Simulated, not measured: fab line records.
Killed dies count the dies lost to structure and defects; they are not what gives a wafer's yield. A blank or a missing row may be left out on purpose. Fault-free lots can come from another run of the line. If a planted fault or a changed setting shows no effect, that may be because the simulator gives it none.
Which of the tools did it? ; flow gf180mcu ; 7 lots, 20 wafers sampled, at 1 step of a route of 602

== WHAT EACH GAUGE READ, for each wafer ==
GF_SAB_OVL_MEAS_10.
lot;measured;on;SAB_OVL (nm)
L731;day 15 21:29;overlay-02;-3.4 -1.9 0.2
L733;day 16 19:08;overlay-01;1.4 1.8 1.3
L735;day 17 08:20;overlay-02;1.7 2.2 1.5
L737;day 18 03:26;overlay-01;-1.9 -1.0 -0.5
L740;day 19 11:59;overlay-02;-0.1 1.5 -0.7
L742;day 20 01:00;overlay-02;-0.1 -1.3 -0.1
L751;day 23 00:06;overlay-02;-0.5 1.0

== TOOL THAT RAN EACH LOT (tool first, then ch and the chambers of the sampled wafers, then the start) ==
There is no process step in the record ahead of these readings.

== THE ANSWER, worked out from the rows above alone ==
Rule: the usual values come from the lots themselves. The widest of any qualifying gaps counts: lots, ordered by their means at a reading, are off when they make up no more than a third of the lots, leave a main group of 4 or more, and stand apart from it by 3 or more times the standard deviation of that group's means. If all means in a main group match to the digits the tables above print for the reading, that group is not used. Also off: a lot with no number at a reading for which 4 or more lots have one. All remaining lots with rows at the step are treated as sound.
No lot is off at any reading shown: from this, nothing can be told.

== WHAT HAD BEEN PUT IN BY THE SIMULATOR ==
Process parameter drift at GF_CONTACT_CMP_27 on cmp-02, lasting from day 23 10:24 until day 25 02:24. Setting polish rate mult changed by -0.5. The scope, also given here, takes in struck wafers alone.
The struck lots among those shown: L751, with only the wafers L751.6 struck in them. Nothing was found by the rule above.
